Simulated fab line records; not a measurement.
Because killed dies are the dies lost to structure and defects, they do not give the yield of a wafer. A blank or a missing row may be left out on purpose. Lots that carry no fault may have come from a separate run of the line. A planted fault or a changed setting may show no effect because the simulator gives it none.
fab line records -- flow sky130
record: lots: 11, wafers: 33, last_day: 50
route steps=708 shown CAP2M@606 METAL4@632 VIA4@639 PAD_OPEN@708
lots that met no fault: from a run of the same line without faults
start_h: hours from the record's first day to the start of the lot's first wafer shown -- wait_h: hours from the lot's prior step to this one -- " same as the row above -- L1.1+2: several wafers, shown together as one row -- - either no value or no given start -- * or withheld: withheld -- < > ~ a bound
route shown NAME@n: NAME is a module with steps in the file, n the number in the route of the first one -- usual: mean/standard deviation taken from wafers without a fault -- same: alike in all rows -- chamber/n: place in a boat -- sites: readings site by site -- _std_site: standard deviation across them -- _edge_site: outer sites' mean less inner sites' -- radius_mm: for every site, how far away it sits from the centre of the wafer -- mask NAME#n: copy n -- behind: the last tool/chamber to shape the wafer -- hold: why the lot went on hold/how many hours it stayed there/how the hold came to an end -- device: whichever transistor did not switch (one of n, p or np) -- end of line: the route-end tests of the same wafers -- where a step has no rows: the recipe by itself -- killed: count of dies lost to structure and defects at first sort (not the wafer's yield) -- map: a wafer's dies, x killed, . not, _ none there
set.NAME: the run value of the setting; set.NAME@STEP: its run value at that earlier step -- model.NAME: the simulator's own value behind a step, which no gauge read
a sample of lots followed through the steps of the route, with each step as a table and each wafer as a row
services: when a tool's chamber went out of use (start_h, in hours from the record's first day, below 0 if earlier), for how many hours, and the reason
== steps ==
step: SKY_CAP2M_RS_MEAS_03
recipe: thk_meas_gauge: four-point-probe, reads: TiN_of_CAP2M_SPUTTER_02
usual: CAP2M_TIN_RS: 6.89/0.072
lot.wafer,tool,chamber,start_h,wait_h,CAP2M_TIN_RS[ohm/sq]
L730.1,film_metro-03,-,932.16,0.1,6.88
L730.3,film_metro-03,-,932.16,0.1,6.95
L730.5,film_metro-03,-,932.16,0.1,6.90
L731.2,film_metro-02,-,934.90,0.1,6.94
L731.3,film_metro-02,-,934.90,0.1,6.86
L731.6,film_metro-02,-,934.90,0.1,6.77
L735.1,film_metro-04,-,984.46,0.2,6.95
L735.2,film_metro-04,-,984.46,0.2,6.93
L735.6,film_metro-04,-,984.46,0.2,6.93
L737.3,film_metro-02,-,985.70,0.1,6.88
L737.4,film_metro-02,-,985.70,0.1,6.83
L737.6,film_metro-02,-,985.70,0.1,6.86
L738.1,film_metro-02,-,993.49,0.1,6.76
L738.2,film_metro-02,-,993.49,0.1,6.74
L738.3,film_metro-02,-,993.49,0.1,6.83
L742.2,film_metro-02,-,1033.77,0.1,6.78
L742.4,film_metro-02,-,1033.77,0.1,6.73
L742.5,film_metro-02,-,1033.77,0.1,6.79
L744.2,film_metro-02,-,1036.40,0.1,6.97
L744.3,film_metro-02,-,1036.40,0.1,6.90
L744.6,film_metro-02,-,1036.40,0.1,6.84
L746.2,film_metro-02,-,1053.84,0.1,7.00
L746.3,film_metro-02,-,1053.84,0.1,6.89
L746.4,film_metro-02,-,1053.84,0.1,6.87
L747.1,film_metro-02,-,1055.52,0.1,6.92
L747.2,film_metro-02,-,1055.52,0.1,6.85
L747.5,film_metro-02,-,1055.52,0.1,7.01
L749.3,film_metro-02,-,1060.07,0.1,6.94
L749.5,film_metro-02,-,1060.07,0.1,6.83
L749.6,film_metro-02,-,1060.07,0.1,6.87
L752.3,film_metro-03,-,1077.82,0.1,6.93
L752.4,film_metro-03,-,1077.82,0.1,6.84
L752.5,film_metro-03,-,1077.82,0.1,6.86
step: SKY_METAL4_ETCH_16
recipe: chemistry: N2/H2, target: BARC, ion_energy_ev: 195.5, bias_w: 100, pressure_mtorr: 30, n2_flow_sccm: 100, h2_flow_sccm: 200, icp_w: 500, stop_on: SiO2, time_s: 88.2, target_depth_a: 600
usual: drypump_motor_current_A: 5.9/0.48, oes_product_au: 0.625/0.0046, throttle_valve_pct: 13.205/0.0091
lot.wafer,tool,chamber,start_h,wait_h,drypump_motor_current_A,oes_product_au,rf_hours_counter_h,throttle_valve_pct
L730.1,rie_metal-03,1,980.66,0.0,6.0,0.630,18,13.189
L730.3,rie_metal-03,0,980.66,0.0,5.9,0.625,-,13.197
L730.5,rie_metal-03,1,980.66,0.0,6.0,0.628,-,13.198
L731.2,rie_metal-03,0,984.31,0.0,5.9,0.626,12,13.214
L731.3,rie_metal-03,0,984.31,0.0,5.9,0.636,-,13.216
L731.6,rie_metal-03,0,984.31,0.0,5.9,0.626,-,13.194
L735.1,rie_metal-04,0,1031.59,0.0,4.9,0.626,17,13.210
L735.2,rie_metal-04,1,1031.59,0.0,6.5,0.627,11,13.205
L735.6,rie_metal-04,0,1031.59,0.0,5.0,0.627,-,13.205
L737.3,rie_metal-03,1,1032.04,0.0,6.0,0.632,-,13.202
L737.4,rie_metal-03,0,1032.04,0.0,5.9,0.625,-,13.210
L737.6,rie_metal-03,0,1032.04,0.0,5.9,0.618,-,13.218
L738.1,rie_metal-03,0,1038.69,0.0,5.9,0.616,15,13.192
L738.2,rie_metal-03,1,1038.69,0.0,6.0,0.630,22,13.185
L738.3,rie_metal-03,0,1038.69,0.0,5.8,0.628,-,13.189
L742.2,rie_metal-02,1,1077.81,0.0,5.9,0.620,19,13.210
L742.4,rie_metal-02,0,1077.81,0.0,6.2,0.619,-,13.184
L742.5,rie_metal-02,1,1077.81,0.0,5.9,0.622,-,13.207
L744.2,rie_metal-02,0,1079.78,0.0,6.3,0.622,9,13.188
L744.3,rie_metal-02,0,1079.78,0.0,6.3,0.624,-,13.207
L744.6,rie_metal-02,1,1079.78,0.0,5.9,0.624,-,13.209
L746.2,rie_metal-04,1,1096.91,0.0,6.5,0.630,16,13.207
L746.3,rie_metal-04,0,1096.91,0.0,5.0,0.620,-,13.222
L746.4,rie_metal-04,1,1096.91,0.0,6.5,0.623,-,13.207
L747.1,rie_metal-03,0,1098.59,0.1,5.8,0.626,19,13.197
L747.2,rie_metal-03,0,1098.59,0.1,5.9,0.625,-,13.207
L747.5,rie_metal-03,0,1098.59,0.1,5.9,0.623,-,13.209
L749.3,rie_metal-04,0,1103.22,0.0,5.0,0.616,-,13.202
L749.5,rie_metal-04,0,1103.22,0.0,4.9,0.623,-,13.201
L749.6,rie_metal-04,1,1103.22,0.0,6.6,0.621,-,13.208
L752.3,rie_metal-04,0,1119.07,0.0,5.0,0.620,-,13.202
L752.4,rie_metal-04,1,1119.07,0.0,6.5,0.623,-,13.199
L752.5,rie_metal-04,1,1119.07,0.0,6.5,0.620,-,13.208
step: SKY_METAL4_METAL_ETCH_18
recipe: target_depth_a: 8450, stop_on: SiO2, over_etch_frac: 0.3, time_s: 183.1, chemistry: Cl2/BCl3, resist_sidewall_deg: 88, pressure_mtorr: 10.44, icp_w: 900, bias_w: 48.5, Cl2_flow_sccm: 60, bcl3_flow_sccm: 30
usual: drypump_motor_current_A: 5.9/0.51, oes_product_au: 0.868/0.0072, throttle_valve_pct: 21.757/0.0095
lot.wafer,tool,chamber,start_h,wait_h,drypump_motor_current_A,oes_product_au,rf_hours_counter_h,throttle_valve_pct
L730.1,rie_metal-04,1,980.78,0.0,6.5,0.885,8,21.766
L730.3,rie_metal-04,0,980.78,0.0,5.0,0.864,-,21.768
L730.5,rie_metal-04,0,980.78,0.0,5.0,0.867,-,21.747
L731.2,rie_metal-02,0,984.43,0.0,6.2,0.868,4,21.750
L731.3,rie_metal-02,1,984.43,0.0,5.9,0.858,-,21.755
L731.6,rie_metal-02,0,984.43,0.0,6.2,0.871,-,21.766
L735.1,rie_metal-02,1,1031.71,0.0,5.9,0.873,15,21.751
L735.2,rie_metal-02,0,1031.71,0.0,6.2,0.873,7,21.765
L735.6,rie_metal-02,0,1031.71,0.0,6.2,0.876,-,21.738
L737.3,rie_metal-04,0,1032.19,0.1,5.0,0.864,-,21.766
L737.4,rie_metal-04,1,1032.19,0.1,6.5,0.869,-,21.751
L737.6,rie_metal-04,1,1032.19,0.1,6.5,0.873,-,21.758
L738.1,rie_metal-02,0,1038.81,0.0,6.2,0.882,8,21.758
L738.2,rie_metal-02,1,1038.81,0.0,5.8,0.876,15,21.760
L738.3,rie_metal-02,1,1038.81,0.0,5.9,0.870,-,21.751
L742.2,rie_metal-04,0,1077.93,0.0,4.9,0.868,21,21.745
L742.4,rie_metal-04,1,1077.93,0.0,6.5,0.876,-,21.751
L742.5,rie_metal-04,0,1077.93,0.0,5.0,0.874,-,21.750
L744.2,rie_metal-03,0,1079.90,0.0,5.8,0.875,17,21.748
L744.3,rie_metal-03,1,1079.90,0.0,6.0,0.876,-,21.750
L744.6,rie_metal-03,1,1079.90,0.0,6.0,0.867,-,21.775
L746.2,rie_metal-03,0,1097.09,0.1,5.8,0.874,-,21.763
L746.3,rie_metal-03,0,1097.09,0.1,5.9,0.853,-,21.758
L746.4,rie_metal-03,0,1097.09,0.1,5.8,0.855,-,21.738
L747.1,rie_metal-02,0,1098.80,0.0,6.2,0.859,11,21.750
L747.2,rie_metal-02,1,1098.80,0.0,5.9,0.866,20,21.752
L747.5,rie_metal-02,1,1098.80,0.0,5.8,0.862,-,21.772
L749.3,rie_metal-02,0,1103.37,0.1,6.3,0.870,-,21.749
L749.5,rie_metal-02,1,1103.37,0.1,5.9,0.870,-,21.749
L749.6,rie_metal-02,0,1103.37,0.1,6.3,0.877,-,21.755
L752.3,rie_metal-03,1,1119.22,0.1,6.0,0.873,-,21.745
L752.4,rie_metal-03,0,1119.22,0.1,5.9,0.872,-,21.752
L752.5,rie_metal-03,1,1119.22,0.1,6.0,0.873,-,21.763
step: SKY_VIA4_HDPCVD_00
recipe: material: SiO2, target_thk_nm: 1750, sigma_open_frac: 0.3, time_s: 291.7, temp_c: 400, sih4_flow_sccm: 60, pressure_mtorr: 6
usual: pressure_mtorr: 6.000/0.012, run_length_s: 319.3/0.51
lot.wafer,tool,chamber,start_h,wait_h,pressure_mtorr,run_length_s
L730.1,hdpcvd-01,0,981.55,0.0,6.006,319.3
L730.3,hdpcvd-01,1,981.55,0.0,5.996,319.7
L730.5,hdpcvd-01,2,981.55,0.0,6.007,318.6
L731.2,hdpcvd-02,0,985.20,0.0,6.007,318.9
L731.3,hdpcvd-02,1,985.20,0.0,5.996,319.5
L731.6,hdpcvd-02,2,985.20,0.0,5.987,319.2
L735.1,hdpcvd-02,1,1032.54,0.0,5.989,319.2
L735.2,hdpcvd-02,0,1032.54,0.0,5.982,319.0
L735.6,hdpcvd-02,1,1032.54,0.0,6.011,319.5
L737.3,hdpcvd-01,1,1032.92,0.0,6.014,320.4
L737.4,hdpcvd-01,0,1032.92,0.0,5.976,319.1
L737.6,hdpcvd-01,1,1032.92,0.0,6.005,319.9
L738.1,hdpcvd-02,1,1039.58,0.0,6.001,319.4
L738.2,hdpcvd-02,0,1039.58,0.0,6.011,319.2
L738.3,hdpcvd-02,2,1039.58,0.0,6.004,319.3
L742.2,hdpcvd-01,2,1078.74,0.0,6.000,318.7
L742.4,hdpcvd-01,2,1078.74,0.0,6.009,318.4
L742.5,hdpcvd-01,1,1078.74,0.0,6.004,320.1
L744.2,hdpcvd-01,0,1080.69,0.0,5.989,319.6
L744.3,hdpcvd-01,1,1080.69,0.0,5.970,319.9
L744.6,hdpcvd-01,2,1080.69,0.0,5.999,318.5
L746.2,hdpcvd-01,1,1097.98,0.0,5.993,319.6
L746.3,hdpcvd-01,0,1097.98,0.0,5.990,462.1
L746.4,hdpcvd-01,0,1097.98,0.0,5.989,461.8
L747.1,hdpcvd-01,2,1099.72,0.0,5.990,318.1
L747.2,hdpcvd-01,0,1099.72,0.0,6.007,462.2
L747.5,hdpcvd-01,1,1099.72,0.0,6.007,320.0
L749.3,hdpcvd-01,1,1104.12,0.0,6.000,320.0
L749.5,hdpcvd-01,0,1104.12,0.0,6.018,461.8
L749.6,hdpcvd-01,2,1104.12,0.0,5.989,318.3
L752.3,hdpcvd-02,2,1119.93,0.0,6.028,319.6
L752.4,hdpcvd-02,1,1119.93,0.0,5.993,319.8
L752.5,hdpcvd-02,2,1119.93,0.0,6.028,319.0
step: SKY_VIA4_THK_MEAS_01
recipe: reads: SiO2_of_VIA4_HDPCVD_00
usual: VIA4_HDPCVD_THK: 1748/24
lot.wafer,tool,chamber,start_h,wait_h,VIA4_HDPCVD_THK[nm]
L730.1,film_metro-04,-,981.73,0.1,1699
L730.3,film_metro-04,-,981.73,0.1,1714
L730.5,film_metro-04,-,981.73,0.1,1718
L731.2,film_metro-02,-,985.39,0.1,1775
L731.3,film_metro-02,-,985.39,0.1,1760
L731.6,film_metro-02,-,985.39,0.1,1762
L735.1,film_metro-04,-,1032.95,0.3,1790
L735.2,film_metro-04,-,1032.95,0.3,1763
L735.6,film_metro-04,-,1032.95,0.3,1771
L737.3,film_metro-04,-,1033.12,0.1,1758
L737.4,film_metro-04,-,1033.12,0.1,1745
L737.6,film_metro-04,-,1033.12,0.1,1741
L738.1,film_metro-04,-,1039.76,0.1,1776
L738.2,film_metro-04,-,1039.76,0.1,1734
L738.3,film_metro-04,-,1039.76,0.1,1745
L742.2,film_metro-04,-,1078.93,0.1,1735
L742.4,film_metro-04,-,1078.93,0.1,1736
L742.5,film_metro-04,-,1078.93,0.1,1755
L744.2,film_metro-02,-,1080.88,0.1,1720
L744.3,film_metro-02,-,1080.88,0.1,1757
L744.6,film_metro-02,-,1080.88,0.1,1725
L746.2,film_metro-04,-,1098.17,0.1,1743
L746.3,film_metro-04,-,1098.17,0.1,2589
L746.4,film_metro-04,-,1098.17,0.1,2592
L747.1,film_metro-02,-,1099.90,0.1,1765
L747.2,film_metro-02,-,1099.90,0.1,2635
L747.5,film_metro-02,-,1099.90,0.1,1762
L749.3,film_metro-04,-,1104.32,0.1,1728
L749.5,film_metro-04,-,1104.32,0.1,2600
L749.6,film_metro-04,-,1104.32,0.1,1726
L752.3,film_metro-02,-,1120.13,0.1,1755
L752.4,film_metro-02,-,1120.13,0.1,1729
L752.5,film_metro-02,-,1120.13,0.1,1733
step: SKY_PAD_OPEN_PROBE_99
usual: defect_limited_yield: 82.4/1.9, killed_at_M0_to_M3: 44/6.5, killed_at_M4_up: 3.0/1.5, killed_at_contacts: 25/5.1, killed_at_front_end: 14/4.1, killed_at_other: 0.3/0.57, killed_dies: 87/9.5, killed_open: 48/6.8, killed_short: 39/6.2, sort_bin_3_pad_short: 0.8/0.42, sort_bin_5_function: 10.4/1.4, sort_bin_6_memory: 6.3/1.2, sort_n_pass: 405/9.5, sort_yield_pct: 82.4/1.9
same: gross_dies: 492, killed_at_back_side: 0, sort_bin_4_leakage[%]: 0, sort_bin_8_speed[%]: 0
lot.wafer,tool,chamber,start_h,wait_h,defect_limited_yield[%],killed_at_M0_to_M3,killed_at_M4_up,killed_at_contacts,killed_at_front_end,killed_at_other,killed_dies,killed_open,killed_short,sort_bin_3_pad_short[%],sort_bin_5_function[%],sort_bin_6_memory[%],sort_n_pass,sort_yield_pct[%]
L735.1,prober-02,-,1122.39,0.1,81.3,50,1,23,18,0,92,54,38,0.6,9.8,8.3,400,81.3
L735.2,prober-02,-,1122.44,0.1,81.9,50,0,27,12,0,89,61,28,0.6,11.6,5.9,403,81.9
L735.6,prober-02,-,1122.64,0.2,81.9,43,5,25,16,0,89,46,43,1.0,10.8,6.3,403,81.9
L742.2,prober-01,-,1163.51,0.1,84.6,37,4,25,9,1,76,34,41,0.6,10.0,4.9,416,84.6
L742.4,prober-01,-,1163.61,0.2,83.5,41,5,25,10,0,81,47,32,0.6,9.6,6.3,411,83.5
L742.5,prober-01,-,1163.66,0.2,82.9,39,5,21,19,0,84,38,44,0.4,10.6,6.1,408,82.9
L747.1,prober-01,-,1179.73,0.1,85.0,41,1,21,11,0,74,36,38,0.6,8.5,5.9,418,85.0
L747.2,prober-01,-,1179.78,0.1,83.1,39,1,27,15,1,83,45,36,0.2,11.0,5.7,409,83.1
L747.5,prober-01,-,1179.93,0.2,80.9,40,2,29,23,0,94,48,46,0.8,10.6,7.7,398,80.9
L749.3,prober-02,-,1183.65,0.2,85.0,47,4,19,4,0,74,37,37,0.6,9.1,5.3,418,85.0
L749.5,prober-02,-,1183.75,0.2,83.5,44,5,21,11,0,81,49,32,0.6,8.7,7.1,411,83.5
L749.6,prober-02,-,1183.80,0.2,81.5,45,4,28,14,0,91,44,47,1.0,11.2,6.3,401,81.5
L752.3,prober-01,-,1195.77,0.2,82.7,38,3,25,18,1,85,52,33,0.6,10.4,6.3,407,82.7
L752.4,prober-01,-,1195.82,0.2,83.7,32,2,25,21,0,80,37,43,0.4,9.6,6.3,412,83.7
L752.5,prober-01,-,1195.87,0.2,84.8,40,3,17,14,1,75,34,41,1.0,8.9,5.3,417,84.8
killed by level:class
L735.1 VIA1:geometric_particle:open=14 CONTACT:geometric_particle:open=12 VIA1:geometric_particle:short=10 LI_CONTACT:geometric_particle:open=7 METAL2:geometric_particle:short=7 FIELD_ISO:geometric_particle:open=6 POLY_GATE:geometric_particle:short=6 VIA2:geometric_particle:open=6
L735.2 VIA1:geometric_particle:open=17 CONTACT:geometric_particle:open=11 VIA2:geometric_particle:open=9 VIA3:geometric_particle:open=7 LI_CONTACT:geometric_particle:open=6 CONTACT:geometric_particle:short=5 VIA1:geometric_particle:short=4 METAL2:geometric_particle:short=4
L735.6 VIA1:geometric_particle:open=13 LI_CONTACT:geometric_particle:open=8 CONTACT:geometric_particle:open=8 CONTACT:geometric_particle:short=6 METAL2:geometric_particle:short=6 VIA1:geometric_particle:short=6 POLY_GATE:geometric_particle:open=5 VIA2:geometric_particle:open=4
L742.2 VIA1:geometric_particle:open=11 CONTACT:geometric_particle:open=8 FIELD_ISO:geometric_particle:short=5 LI_CONTACT:geometric_particle:short=5 CONTACT:geometric_particle:short=5 VIA2:geometric_particle:open=5 VIA3:geometric_particle:open=4 LOCAL_INTERCONNECT:geometric_particle:short=4
L742.4 VIA1:geometric_particle:open=13 LI_CONTACT:geometric_particle:open=8 CONTACT:geometric_particle:open=8 LOCAL_INTERCONNECT:geometric_particle:short=5 VIA1:geometric_particle:short=5 VIA2:geometric_particle:open=5 VIA3:geometric_particle:open=4 METAL1:geometric_particle:short=4
L742.5 VIA1:geometric_particle:open=6 VIA2:geometric_particle:open=6 VIA3:geometric_particle:open=6 LI_CONTACT:geometric_particle:open=5 METAL2:geometric_particle:short=5 FIELD_ISO:geometric_particle:short=4 POLY_GATE:geometric_particle:short=4 SPACER:geometric_particle:short=4
L747.1 LI_CONTACT:geometric_particle:open=7 METAL1:geometric_particle:short=7 VIA1:geometric_particle:open=7 VIA3:geometric_particle:open=6 CONTACT:geometric_particle:open=5 LOCAL_INTERCONNECT:geometric_particle:short=5 VIA2:geometric_particle:open=5 FIELD_ISO:geometric_particle:short=4
L747.2 LI_CONTACT:geometric_particle:open=8 CONTACT:geometric_particle:open=8 VIA3:geometric_particle:open=7 VIA2:geometric_particle:open=6 FIELD_ISO:geometric_particle:short=5 METAL1:geometric_particle:short=5 VIA1:geometric_particle:open=5 LI_CONTACT:geometric_particle:short=4
L747.5 CONTACT:geometric_particle:open=10 VIA1:geometric_particle:open=9 POLY_GATE:geometric_particle:open=6 LI_CONTACT:geometric_particle:open=6 METAL1:geometric_particle:short=6 VIA1:geometric_particle:short=6 METAL2:geometric_particle:short=6 FIELD_ISO:geometric_particle:open=5
L749.3 VIA1:geometric_particle:open=11 LI_CONTACT:geometric_particle:open=8 METAL2:geometric_particle:short=7 VIA3:geometric_particle:open=6 VIA1:geometric_particle:short=5 VIA2:geometric_particle:open=5 METAL3:geometric_particle:short=5 LOCAL_INTERCONNECT:geometric_particle:short=4
L749.5 LI_CONTACT:geometric_particle:open=9 VIA1:geometric_particle:open=9 CONTACT:geometric_particle:open=8 VIA3:geometric_particle:open=7 METAL1:geometric_particle:short=5 METAL2:geometric_particle:short=5 METAL2:geometric_particle:open=5 VIA3:geometric_particle:short=4
L749.6 VIA1:geometric_particle:open=13 CONTACT:geometric_particle:open=11 VIA1:geometric_particle:short=7 LI_CONTACT:geometric_particle:open=5 LI_CONTACT:geometric_particle:short=5 METAL2:geometric_particle:short=5 FIELD_ISO:geometric_particle:short=4 VIA3:geometric_particle:open=4
L752.3 VIA1:geometric_particle:open=11 VIA2:geometric_particle:open=9 POLY_GATE:geometric_particle:open=7 LI_CONTACT:geometric_particle:open=7 CONTACT:geometric_particle:open=7 CONTACT:geometric_particle:short=5 METAL1:geometric_particle:short=4 METAL3:geometric_particle:short=4
L752.4 CONTACT:geometric_particle:open=9 FIELD_ISO:geometric_particle:open=7 LI_CONTACT:geometric_particle:open=6 LI_CONTACT:geometric_particle:short=6 VIA1:geometric_particle:open=6 VIA1:geometric_particle:short=6 FIELD_ISO:geometric_particle:short=5 VIA3:geometric_particle:short=5
L752.5 VIA1:geometric_particle:open=9 METAL2:geometric_particle:short=6 LI_CONTACT:geometric_particle:open=5 VIA1:geometric_particle:short=5 METAL3:geometric_particle:short=4 LOCAL_INTERCONNECT:geometric_particle:short=4 VIA2:geometric_particle:open=4 CONTACT:geometric_particle:open=4
== services ==
tool,chamber,start_h,hours,kind
hdpcvd-02,0,965.25,-,clean
hdpcvd-02,1,965.25,-,clean
hdpcvd-02,2,965.25,-,clean
rie_metal-03,0,987.79,3.1,repair
rie_metal-04,-,1033.76,0.1,repair
hdpcvd-02,-,1033.94,0.5,repair
hdpcvd-01,1,1047.59,12.4,repair
rie_metal-02,0,1052.77,5.5,repair
rie_metal-02,0,1061.45,3.1,repair
rie_metal-03,1,1081.91,-,clean
rie_metal-03,1,1081.91,17.1,scheduled_down
rie_metal-03,1,1081.91,17.1,vent_cycle
== key ==
first_sign: step: SKY_VIA4_HDPCVD_00, reading: run_length_s, direction: up, sigmas: 99+, usual: *, struck: *
effect: step: SKY_VIA4_THK_MEAS_01, reading: VIA4_HDPCVD_THK, direction: up, sigmas: 36, usual: 1748, struck: 2604
met_at SKY_VIA4_HDPCVD_00
struck_lots L746,L747,L749
struck_wafers L746.3,L746.4,L747.2,L749.5
not_acting_at SKY_CAP2M_RS_MEAS_03,SKY_METAL4_ETCH_16,SKY_METAL4_METAL_ETCH_18
onset_between 1080.69 1097.98
fault: kind: process_parameter_drift, tool: hdpcvd-01, chamber: 0, onset_h: 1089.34, steps: SKY_VIA4_HDPCVD_00, channel: time_s, offset: *, shape: step, end_h: 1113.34, acts_in: *, stated: *
